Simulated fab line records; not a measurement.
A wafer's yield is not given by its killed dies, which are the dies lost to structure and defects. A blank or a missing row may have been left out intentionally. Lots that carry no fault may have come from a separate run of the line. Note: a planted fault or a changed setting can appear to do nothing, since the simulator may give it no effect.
fab line records ; flow sky130
record: lots: 6; wafers: 16; last_day: 50
route steps=708 shown VT_ADJUST_LVTN@111 VT_ADJUST_NCORE@119 PAD_OPEN@708
lots that met no fault: taken from a fault-free run of the same line
start_h: start of the lot's first displayed wafer, in hours after the record's first day ; wait_h: hours since the lot's step before ; " as in the row above ; L1.1+2: a single row standing in for several wafers ; - no value present, or no start provided ; * or withheld: withheld ; < > ~ a bound
route shown NAME@n: names a module that has steps shown in the file, with the first one's number in the route ; usual: the fault-free wafers' mean and standard deviation ; same: alike in all rows ; chamber/n: place in a boat ; sites: readings site by site ; _std_site: standard deviation of those values ; _edge_site: mean of outer sites minus mean of inner sites ; radius_mm: how far each site lies from the wafer's centre ; mask NAME#n: copy n ; behind: the most recent tool/chamber to have shaped the wafer ; hold: the reason the lot was held/the length of the hold in hours/how it ended ; device: transistor that didn't switch, given as n, p or np ; end of line: the tests these same wafers got at the end of their route ; a step given without rows: its recipe and nothing more ; killed: the dies lost at the first sort to structure and to defects; this is not the yield of the wafer ; map: shows each die of a wafer: x if killed, . if not, _ if none is there
set.NAME: the setting as run; set.NAME@STEP: as run at that earlier step ; model.NAME: the simulator's own value behind a step, which no gauge read
a table for each step, a row for each wafer; lots at some steps of the route
services: the hour from which a tool's chamber was out of use, counted from the record's first day as start_h (under 0 if before that day), plus the number of hours and why
== steps ==
step: SKY_VT_ADJUST_LVTN_SOFTBAKE_14
recipe: temp_c: 90; time_s: 60; resist: NOVOLAK
step: SKY_VT_ADJUST_LVTN_EXPOSE_15
recipe: mask_id: HVN_STD_DERIVED; na: 0.6; source_shape: conventional; sigma_outer: 0.6; polarization: unpolarized; target_cd_nm: 600; dose_mj: 163
step: SKY_VT_ADJUST_LVTN_PEB_16
recipe: temp_c: withheld; time_s: *; resist: NOVOLAK
step: SKY_VT_ADJUST_LVTN_DEVELOP_17
recipe: resist: NOVOLAK; developer: TMAH; develop_time_s: 60; dev_temp_c: 23
step: SKY_VT_ADJUST_LVTN_OVL_MEAS_18
usual: VT_ADJUST_LVTN_01_OVL: -0.9/1.5
lot.wafer;tool;chamber;start_h;wait_h;VT_ADJUST_LVTN_01_OVL[nm]
L542.1;overlay-02;-;179.34;0.1;0.6
L542.5;overlay-02;-;179.34;0.1;0.4
L542.6;overlay-02;-;179.34;0.1;1.9
L544.1;overlay-02;-;189.26;0.1;-2.3
L544.3;overlay-02;-;189.26;0.1;-0.9
L544.4;overlay-02;-;189.26;0.1;-0.4
L555.6;overlay-02;-;264.71;0.0;-0.1
L557.2;overlay-02;-;276.14;0.1;-0.7
L557.3;overlay-02;-;276.14;0.1;1.1
L557.4;overlay-02;-;276.14;0.1;0.7
L561.2;overlay-02;-;300.44;0.1;0.7
L561.3;overlay-02;-;300.44;0.1;-0.3
L561.4;overlay-02;-;300.44;0.1;-0.5
L564.3;overlay-01;-;315.95;0.1;-0.1
L564.4;overlay-01;-;315.95;0.1;-1.0
L564.6;overlay-01;-;315.95;0.1;0.0
step: SKY_VT_ADJUST_LVTN_IMPLANT_19
recipe: species: B; energy_kev: 30; dose_cm2: 6.5e+11; tilt_deg: withheld
step: SKY_VT_ADJUST_LVTN_STRIP_20
recipe: chemistry: O2/N2; power_w: 1400; pressure_mtorr: 1500; platen_temp_c: withheld; o2_flow_sccm: 3000; n2_flow_sccm: 300; overash_fraction: 0.5
usual: drypump_motor_current_A: 6.0/0.58; oes_product_au: 0.715/0.0047; strip_time_to_endpoint_s: 14.16/0.042
lot.wafer;tool;chamber;start_h;wait_h;drypump_motor_current_A;oes_product_au;rf_hours_counter_h;strip_time_to_endpoint_s
L542.1;plasma_asher-04;1;179.52;0.1;6.3;0.711;48;14.20
L542.5;plasma_asher-04;0;179.52;0.1;6.5;0.718;-;14.23
L542.6;plasma_asher-04;1;179.52;0.1;6.3;0.712;-;14.16
L544.1;plasma_asher-03;0;189.44;0.1;5.9;0.716;38;14.15
L544.3;plasma_asher-03;0;189.44;0.1;5.9;0.712;-;14.13
L544.4;plasma_asher-03;1;189.44;0.1;6.8;0.719;-;14.15
L555.6;plasma_asher-03;0;264.94;0.1;5.9;0.722;-;14.19
L557.2;plasma_asher-01;1;276.32;0.1;5.6;0.719;14;14.13
L557.3;plasma_asher-01;0;276.32;0.1;5.1;0.723;-;14.14
L557.4;plasma_asher-01;1;276.32;0.1;5.6;0.724;-;14.08
L561.2;plasma_asher-01;1;300.62;0.1;5.6;0.713;16;14.13
L561.3;plasma_asher-01;0;300.62;0.1;5.1;0.719;-;14.16
L561.4;plasma_asher-01;1;300.62;0.1;5.6;0.718;-;14.12
L564.3;plasma_asher-01;0;316.15;0.1;5.1;0.713;-;14.18
L564.4;plasma_asher-01;1;316.15;0.1;5.6;0.707;-;14.22
L564.6;plasma_asher-01;1;316.15;0.1;5.6;0.713;-;14.20
step: SKY_VT_ADJUST_LVTN_TW_MEAS_21
usual: VT_ADJUST_LVTN_2_TW: 188.7/2.1
lot.wafer;tool;chamber;start_h;wait_h;VT_ADJUST_LVTN_2_TW
L542.1;film_metro-02;-;179.62;0.1;188.7
L542.5;film_metro-02;-;179.62;0.1;189.7
L542.6;film_metro-02;-;179.62;0.1;188.8
L544.1;film_metro-04;-;189.54;0.1;191.0
L544.3;film_metro-04;-;189.54;0.1;190.3
L544.4;film_metro-04;-;189.54;0.1;191.6
L555.6;film_metro-04;-;265.02;0.1;190.2
L557.2;film_metro-02;-;276.43;0.1;189.5
L557.3;film_metro-02;-;276.43;0.1;190.3
L557.4;film_metro-02;-;276.43;0.1;190.1
L561.2;film_metro-04;-;300.73;0.1;189.6
L561.3;film_metro-04;-;300.73;0.1;189.1
L561.4;film_metro-04;-;300.73;0.1;188.7
L564.3;film_metro-01;-;316.24;0.1;186.8
L564.4;film_metro-01;-;316.24;0.1;186.2
L564.6;film_metro-01;-;316.24;0.1;187.2
step: SKY_VT_ADJUST_NCORE_DEHYDRATE_00
recipe: temp_c: 200; time_s: 60
step: SKY_VT_ADJUST_NCORE_HMDS_01
recipe: prime_time_s: 60; prime_temp_c: 120
step: SKY_VT_ADJUST_NCORE_COAT_02
recipe: resist: NOVOLAK; spin_rpm: 3000; resist_thk_nm: 1140
step: SKY_VT_ADJUST_NCORE_SOFTBAKE_03
recipe: temp_c: 90; time_s: 60; resist: NOVOLAK
step: SKY_VT_ADJUST_NCORE_EXPOSE_04
recipe: mask_id: LVTN_COMPLEMENT_THIN; na: 0.6; source_shape: conventional; sigma_outer: 0.6; polarization: unpolarized; target_cd_nm: 380; dose_mj: 139
usual: focus_offset_nm: 0.0/0.57
same: sigma_outer: 0.6
lot.wafer;tool;chamber;start_h;wait_h;mask;focus_offset_nm
L542.1;iline_stepper-01;0;190.60;-;LVTN_COMPLEMENT_THIN#0;-0.1
L542.5;iline_stepper-01;0;190.60;-;LVTN_COMPLEMENT_THIN#0;0.3
L542.6;iline_stepper-01;0;190.60;-;LVTN_COMPLEMENT_THIN#0;0.0
L544.1;iline_stepper-01;0;200.77;-;LVTN_COMPLEMENT_THIN#0;-0.2
L544.3;iline_stepper-01;0;200.77;-;LVTN_COMPLEMENT_THIN#0;-0.9
L544.4;iline_stepper-01;0;200.77;-;LVTN_COMPLEMENT_THIN#0;-0.6
L555.6;iline_stepper-01;0;277.30;-;LVTN_COMPLEMENT_THIN#0;0.4
L557.2;iline_stepper-01;0;288.37;-;LVTN_COMPLEMENT_THIN#0;0.0
L557.3;iline_stepper-01;0;288.37;-;LVTN_COMPLEMENT_THIN#0;-0.3
L557.4;iline_stepper-01;0;288.37;-;LVTN_COMPLEMENT_THIN#0;-0.9
L561.2;iline_stepper-02;0;314.56;-;LVTN_COMPLEMENT_THIN#0;0.0
L561.3;iline_stepper-02;0;314.56;-;LVTN_COMPLEMENT_THIN#0;-0.3
L561.4;iline_stepper-02;0;314.56;-;LVTN_COMPLEMENT_THIN#0;0.0
L564.3;iline_stepper-02;0;329.15;-;LVTN_COMPLEMENT_THIN#0;0.4
L564.4;iline_stepper-02;0;329.15;-;LVTN_COMPLEMENT_THIN#0;-0.1
L564.6;iline_stepper-02;0;329.15;-;LVTN_COMPLEMENT_THIN#0;-0.2
step: SKY_VT_ADJUST_NCORE_PEB_05
recipe: temp_c: withheld; time_s: *; resist: NOVOLAK
step: SKY_VT_ADJUST_NCORE_DEVELOP_06
recipe: resist: NOVOLAK; developer: TMAH; develop_time_s: 60; dev_temp_c: 23
step: SKY_VT_ADJUST_NCORE_CD_MEAS_07
recipe: target_cd_nm: 380
usual: cd_nm: 379.9/2.7
lot.wafer;tool;chamber;start_h;wait_h;hold;cd_nm
L542.1;cd_sem-02;-;201.72;0.1;-;381.3
L542.5;cd_sem-02;-;201.72;0.1;-;380.4
L542.6;cd_sem-02;-;201.72;0.1;-;381.4
L544.1;cd_sem-02;-;212.17;0.1;-;380.2
L544.3;cd_sem-02;-;212.17;0.1;-;380.3
L544.4;cd_sem-02;-;212.17;0.1;-;379.7
L555.6;cd_sem-01;-;289.27;0.1;await_dispo/0.2h/release;359.8
L555.6;cd_sem-01;-;289.74;0.4;-;359.8
L557.2;cd_sem-01;-;300.76;0.1;await_dispo/0.2h/release;384.7
L557.3;cd_sem-01;-;300.76;0.1;await_dispo/0.2h/release;384.1
L557.4;cd_sem-01;-;300.76;0.1;await_dispo/0.2h/release;365.9
L557.2;cd_sem-01;-;301.04;0.3;-;384.7
L557.3;cd_sem-01;-;301.04;0.3;-;383.9
L557.4;cd_sem-01;-;301.04;0.3;-;366.2
L561.2;cd_sem-01;-;327.10;0.2;-;381.3
L561.3;cd_sem-01;-;327.10;0.2;-;379.7
L561.4;cd_sem-01;-;327.10;0.2;-;380.6
L564.3;cd_sem-02;-;342.78;0.1;-;378.7
L564.4;cd_sem-02;-;342.78;0.1;-;379.6
L564.6;cd_sem-02;-;342.78;0.1;-;381.2
step: SKY_VT_ADJUST_NCORE_OVL_MEAS_08
usual: VT_ADJUST_NCORE_OVL: 0.0/1.2
lot.wafer;tool;chamber;start_h;wait_h;hold;VT_ADJUST_NCORE_OVL[nm]
L542.1;overlay-01;-;201.84;0.1;-;0.0
L542.5;overlay-01;-;201.84;0.1;-;-1.2
L542.6;overlay-01;-;201.84;0.1;-;-0.6
L544.1;overlay-01;-;212.29;0.1;-;1.0
L544.3;overlay-01;-;212.29;0.1;-;0.8
L544.4;overlay-01;-;212.29;0.1;-;1.8
L555.6;overlay-02;-;291.91;2.1;await_dispo/2.1h/release;-1.8
L557.2;overlay-01;-;309.13;8.1;await_dispo/8.0h/release;-0.4
L557.3;overlay-01;-;309.13;8.1;await_dispo/8.0h/release;0.3
L557.4;overlay-01;-;309.13;8.1;await_dispo/8.0h/release;1.5
L561.2;overlay-01;-;327.20;0.1;-;0.4
L561.3;overlay-01;-;327.20;0.1;-;-0.1
L561.4;overlay-01;-;327.20;0.1;-;0.8
L564.3;overlay-02;-;342.87;0.1;-;0.4
L564.4;overlay-02;-;342.87;0.1;-;1.9
L564.6;overlay-02;-;342.87;0.1;-;1.7
step: SKY_PAD_OPEN_PROBE_99
usual: killed_at_M0_to_M3: 43/6.4; killed_at_M4_up: 3.2/1.8; killed_at_contacts: 25/5.5; killed_at_front_end: 16/5.2; killed_at_other: 0.3/0.49; killed_dies: 88/10; killed_open: 48/7; killed_short: 40/7.1
same: gross_dies: 492; killed_at_back_side: 0
lot.wafer;tool;chamber;start_h;wait_h;killed_at_M0_to_M3;killed_at_M4_up;killed_at_contacts;killed_at_front_end;killed_at_other;killed_dies;killed_open;killed_short
L542.1;prober-01;-;1102.03;0.1;43;2;28;24;0;97;46;51
L542.5;prober-01;-;1102.23;0.2;55;5;29;17;0;106;66;40
L542.6;prober-01;-;1102.28;0.2;43;3;30;20;0;96;52;44
L557.2;prober-01;-;1181.88;0.1;39;4;32;13;0;88;54;34
L557.3;prober-01;-;1181.93;0.2;37;3;19;12;0;71;37;34
L557.4;prober-01;-;1181.98;0.2;43;2;34;14;0;93;53;40
L564.3;prober-01;-;1207.05;0.2;51;5;22;16;0;94;57;37
L564.4;prober-01;-;1207.10;0.2;49;6;20;19;0;94;47;47
L564.6;prober-01;-;1207.20;0.2;38;3;20;15;0;76;45;31
killed by level:class
L542.1 CONTACT:geometric_particle:open=10 VIA1:geometric_particle:open=10 FIELD_ISO:geometric_particle:short=9 POLY_GATE:geometric_particle:open=8 CONTACT:geometric_particle:short=8 VIA1:geometric_particle:short=7 METAL1:geometric_particle:short=6 LI_CONTACT:geometric_particle:open=5
L542.5 VIA3:geometric_particle:open=13 CONTACT:geometric_particle:open=11 LI_CONTACT:geometric_particle:open=9 METAL3:geometric_particle:short=7 VIA1:geometric_particle:open=7 VIA2:geometric_particle:open=7 METAL2:geometric_particle:short=6 LOCAL_INTERCONNECT:geometric_particle:short=5
L542.6 CONTACT:geometric_particle:open=12 METAL2:geometric_particle:short=9 VIA3:geometric_particle:open=7 VIA1:geometric_particle:open=7 POLY_GATE:geometric_particle:open=5 LI_CONTACT:geometric_particle:open=5 CONTACT:geometric_particle:short=5 VIA2:geometric_particle:open=5
L557.2 CONTACT:geometric_particle:open=14 VIA1:geometric_particle:open=11 CONTACT:geometric_particle:short=7 VIA2:geometric_particle:open=7 LI_CONTACT:geometric_particle:open=6 FIELD_ISO:geometric_particle:open=5 METAL2:geometric_particle:short=5 METAL1:geometric_particle:short=4
L557.3 VIA1:geometric_particle:open=11 CONTACT:geometric_particle:short=9 METAL1:geometric_particle:short=5 CONTACT:geometric_particle:open=5 SPACER:geometric_particle:open=4 VIA1:geometric_particle:short=4 VIA3:geometric_particle:open=4 FIELD_ISO:geometric_particle:short=3
L557.4 CONTACT:geometric_particle:open=16 LI_CONTACT:geometric_particle:open=7 VIA1:geometric_particle:open=7 CONTACT:geometric_particle:short=6 METAL1:geometric_particle:short=6 METAL2:geometric_particle:short=6 POLY_GATE:geometric_particle:short=5 VIA1:geometric_particle:short=4
L564.3 VIA1:geometric_particle:open=18 VIA2:geometric_particle:open=8 LI_CONTACT:geometric_particle:open=7 CONTACT:geometric_particle:short=6 CONTACT:geometric_particle:open=5 VIA1:geometric_particle:short=5 METAL3:geometric_particle:short=5 POLY_GATE:geometric_particle:open=4
L564.4 VIA1:geometric_particle:open=9 VIA3:geometric_particle:open=9 POLY_GATE:geometric_particle:open=7 CONTACT:geometric_particle:short=7 VIA1:geometric_particle:short=6 METAL3:geometric_particle:short=6 POLY_GATE:geometric_particle:short=5 LI_CONTACT:geometric_particle:open=5
L564.6 CONTACT:geometric_particle:open=9 VIA1:geometric_particle:open=7 VIA1:geometric_particle:short=6 POLY_GATE:geometric_particle:open=5 VIA3:geometric_particle:open=5 VIA2:geometric_particle:open=5 CONTACT:geometric_particle:short=4 METAL1:geometric_particle:short=4
== services ==
tool;chamber;start_h;hours;kind
plasma_asher-01;-;182.78;4.0;pm
plasma_asher-01;-;203.59;14.6;pm
iline_stepper-01;-;234.00;1.7;pm
iline_stepper-02;-;272.63;2.4;repair
iline_stepper-02;-;285.45;1.1;repair
iline_stepper-02;-;290.52;8.7;repair
plasma_asher-04;-;299.81;2.1;repair
plasma_asher-03;-;312.41;5.4;pm
== key ==
first_sign: step: SKY_VT_ADJUST_NCORE_CD_MEAS_07; reading: visit; direction: added
effect: step: SKY_VT_ADJUST_NCORE_CD_MEAS_07; reading: cd_nm; direction: down; sigmas: 6.4; usual: 379.9; struck: 362.8
met_at SKY_VT_ADJUST_NCORE_EXPOSE_04
struck_wafers L555.6,L557.4
tester_left_out L555,L557
onset_between 200.77 277.30
fault: kind: process_parameter_drift; tool: iline_stepper-01; chamber: -; onset_h: 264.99; steps: SKY_VT_ADJUST_NCORE_EXPOSE_04; channel: focus_nm; offset: 896.79; shape: step; end_h: 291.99; scope: struck_wafers_only
tester_left_out: of these lots the tester's yield and bins aren't shown, on N5 and GAA mostly nor the transistor test; their killed dies are dies lost to structure and defects alone, not to doping, threshold or leakage, so they don't give the yield
